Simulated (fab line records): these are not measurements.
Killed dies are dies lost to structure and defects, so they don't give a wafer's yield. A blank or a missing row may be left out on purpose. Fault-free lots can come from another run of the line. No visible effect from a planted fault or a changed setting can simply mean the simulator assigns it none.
Which tool was responsible? -- flow gf180mcu -- Sampling: 13 lots, 39 wafers, 5 of 602 route steps

## WHAT EACH GAUGE READ, for each wafer
GF_MVPSD_OVL_MEAS_07. Usual: for MVPSD_OVL the level is 0.0 nm and the standard deviation is 1.2.
lot,measured,on,MVPSD_OVL (nm),flag
L171,day 5 01:35,overlay-01,-0.9 1.1 -0.1,
L174,day 5 20:52,overlay-02,0.2 1.5 1.0,
L178,day 6 12:32,overlay-02,-1.5 0.2 -0.3,
L180,day 7 02:43,overlay-01,1.8 1.0 1.1,
L181,day 7 09:38,overlay-01,0.3 -1.8 -1.4,
L182,day 7 14:32,overlay-01,-0.5 -0.8 -2.1,
L183,day 8 00:22,overlay-02,-1.8 -1.4 0.6,
L186,day 9 00:10,overlay-01,-1.7 0.1 0.1,
L187,day 9 04:35,overlay-02,-0.5 -0.8 -2.3,
L188,day 9 08:22,overlay-02,-1.1 -0.3 -1.6,
L189,day 9 16:55,overlay-02,-0.6 -0.5 0.9,
L193,day 10 10:17,overlay-02,0.0 2.3 -1.0,
L194,day 10 18:44,overlay-02,-0.2 -0.8 0.3,

GF_VT_IMPLANT_TW_MEAS_21. Usual: for VT_IMPLANT_2_TW the level is 1221 and the standard deviation is 12.
lot,measured,on,VT_IMPLANT_2_TW,flag
L171,day 6 06:09,film metro-04,1206 1206 1203,
L174,day 7 02:34,film metro-03,1205 1206 1214,
L178,day 7 20:25,film metro-01,1239 1234 1242,
L180,day 8 10:58,film metro-03,1219 1215 1217,
L181,day 8 18:42,film metro-03,1210 1214 1217,
L182,day 9 00:01,film metro-04,1217 1215 1218,
L183,day 9 09:19,film metro-01,1231 1235 1241,
L186,day 10 12:22,film metro-04,1207 1219 1210,
L187,day 10 16:29,film metro-01,1241 1233 1240,
L188,day 10 20:52,film metro-01,1239 1230 1234,
L189,day 11 05:55,film metro-04,1214 1206 1206,
L193,day 11 23:34,film metro-03,1218 1230 1225,
L194,day 12 09:15,film metro-03,1214 1206 1214,

## EACH LOT AND THE TOOL THAT RAN IT (in order: tool; ch and the chambers of the sampled wafers; start)
lot,GF_NWELL_STRIP_10,GF_VT_IMPLANT_SOFTBAKE_03,GF_VT_IMPLANT_STRIP_09
L171,"plasma asher-03 ch 0,1, day 3 09:16","litho track-03 ch 0, day 5 08:25","plasma asher-03 ch 0,1, day 5 15:32"
L174,"plasma asher-02 ch 0,1, day 4 03:25","litho track-03 ch 0, day 6 04:46","plasma asher-03 ch 0,1, day 6 12:12"
L178,"plasma asher-02 ch 0,1, day 4 19:32","litho track-02 ch 0, day 6 20:37","plasma asher-01 ch 0,1, day 7 04:09"
L180,"plasma asher-02 ch 0,1, day 5 08:08","litho track-02 ch 0, day 7 11:23","plasma asher-03 ch 0,1, day 7 19:04"
L181,"plasma asher-03 ch 0,1, day 5 13:26","litho track-03 ch 0, day 7 17:40","plasma asher-02 ch 0,1, day 8 01:30"
L182,"plasma asher-01 ch 0,1, day 5 17:35","litho track-02 ch 0, day 7 22:26","plasma asher-03 ch 0,1, day 8 06:54"
L183,"plasma asher-02 ch 0,1, day 6 03:04","litho track-01 ch 0, day 8 08:56","plasma asher-02 ch 0,1, day 8 16:55"
L186,"plasma asher-01 ch 0,1, day 6 23:53","litho track-01 ch 0, day 9 08:47","plasma asher-03 ch 0,1, day 9 17:25"
L187,"plasma asher-02 ch 0,1, day 7 03:43","litho track-01 ch 0, day 9 13:13","plasma asher-02 ch 0,1, day 9 22:19"
L188,"plasma asher-03 ch 0,1, day 7 07:00","litho track-01 ch 0, day 9 17:16","plasma asher-01 ch 0,1, day 10 02:31"
L189,"plasma asher-02 ch 1, day 7 15:25","litho track-03 ch 0, day 10 02:26","plasma asher-02 ch 0,1, day 10 11:37"
L193,"plasma asher-02 ch 0,1, day 8 06:10","litho track-01 ch 0, day 10 19:35","plasma asher-03 ch 0,1, day 11 04:15"
L194,"plasma asher-03 ch 0,1, day 8 13:31","litho track-01 ch 0, day 11 03:38","plasma asher-03 ch 0,1, day 11 13:40"
- GF_NWELL_STRIP_10: strips in O2/N2.
- GF_VT_IMPLANT_SOFTBAKE_03: time 60 s.
- GF_VT_IMPLANT_STRIP_09: strips in O2/N2.

## AS READ BY THE TOOLS THEMSELVES (means over the sampled wafers that have a number; for cases with no such wafer, the mark the record gives instead)
GF_NWELL_STRIP_10. Usual: drypump motor current A 5.7 A, standard deviation 0.37; heater power w 307 W, standard deviation 41; oes product au 0.723 a.u., standard deviation 0.0045; strip time to endpoint s 36.91 s, standard deviation 0.095.
lot,tool,drypump motor current A (A),heater power w (W),oes product au (a.u.),strip time to endpoint s (s),flag
L171,plasma asher-03,5.6,277,0.722,37.10,
L174,plasma asher-02,5.9,317,0.721,36.99,
L178,plasma asher-02,5.8,338,0.726,36.91,
L180,plasma asher-02,5.8,340,0.718,36.99,
L181,plasma asher-03,5.9,302,0.721,36.81,
L182,plasma asher-01,5.2,305,0.719,37.00,
L183,plasma asher-02,5.8,337,0.722,36.88,
L186,plasma asher-01,5.2,302,0.723,36.91,
L187,plasma asher-02,5.9,322,0.726,36.81,
L188,plasma asher-03,5.6,275,0.722,37.01,
L189,plasma asher-02,6.1,303,0.723,36.99,
L193,plasma asher-02,6.0,318,0.724,36.84,
L194,plasma asher-03,5.6,274,0.720,36.84,

GF_VT_IMPLANT_SOFTBAKE_03. Usual: heater power total W 56.60 W, standard deviation 0.049; plate temp C 89.99 C, standard deviation 0.12.
lot,tool,heater power total W (W),plate temp C (C),flag
L171,litho track-03,56.59,89.87,
L174,litho track-03,56.56,89.90,
L178,litho track-02,56.61,90.02,
L180,litho track-02,59.47,93.20,OFF
L181,litho track-03,56.61,90.01,
L182,litho track-02,59.50,93.30,OFF
L183,litho track-01,56.56,90.00,
L186,litho track-01,56.53,90.09,
L187,litho track-01,56.60,90.01,
L188,litho track-01,56.56,90.08,
L189,litho track-03,56.62,89.98,
L193,litho track-01,56.58,89.93,
L194,litho track-01,56.65,90.13,

GF_VT_IMPLANT_STRIP_09. Usual: drypump motor current A 5.6 A, standard deviation 0.44; heater power w 305 W, standard deviation 38; oes product au 0.716 a.u., standard deviation 0.0046; strip time to endpoint s 12.657 s, standard deviation 0.03.
lot,tool,drypump motor current A (A),heater power w (W),oes product au (a.u.),strip time to endpoint s (s),flag
L171,plasma asher-03,5.9,307,0.713,12.661,
L174,plasma asher-03,5.6,276,0.713,12.689,
L178,plasma asher-01,5.0,320,0.718,12.643,
L180,plasma asher-03,5.6,273,0.716,12.539,OFF
L181,plasma asher-02,5.9,319,0.717,12.676,
L182,plasma asher-03,5.9,306,0.716,12.544,OFF
L183,plasma asher-02,5.8,331,0.717,12.657,
L186,plasma asher-03,5.9,309,0.713,12.673,
L187,plasma asher-02,5.8,341,0.711,12.654,
L188,plasma asher-01,5.2,304,0.718,12.695,
L189,plasma asher-02,5.8,340,0.718,12.645,
L193,plasma asher-03,5.9,306,0.718,12.675,
L194,plasma asher-03,5.6,277,0.711,12.656,

## THE ANSWER, worked out from the rows above alone
Rule: lot off if the mean of its wafers having a number is beyond 3 standard deviations from the usual mean. Also off: a lot with no number at a reading for which 4 or more lots have one. The other lots that the step has rows for count as sound. Order of review: gauges by route order, followed by the tools' own readings, for which a lot's mean as printed above is used. The first step at which some lot is off is used, and at that step the reading that is off furthest; a lot without a number counts as furthest.
Off: L180, L182, at GF_VT_IMPLANT_SOFTBAKE_03 (heater power total W).
If a tool, at that step or one of the process steps before it, ran each lot that is off and ran no sound lot following the first of them, it fits. One candidate fits, namely litho track-02 at GF_VT_IMPLANT_SOFTBAKE_03. Its last sound lot is L178 (day 6 20:37), its first lot that is off L180 (day 7 11:23): a fault that began between those two fits.
The tool's own readings at GF_VT_IMPLANT_SOFTBAKE_03 bear it out: on the lots that are off they differ by more than 5 times the standard deviation of the sound lots' means. heater power total W reads 59.48 W there against 56.59 W on the sound lots; plate temp C reads 93.25 C there against 90.00 C on the sound lots.

## WHAT THE SIMULATOR HAD PUT IN
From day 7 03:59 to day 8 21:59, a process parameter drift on litho track-02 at GF_VT_IMPLANT_SOFTBAKE_03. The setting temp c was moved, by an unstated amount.
Struck lots among those shown: L180, L182. The rule given above showed the same thing.
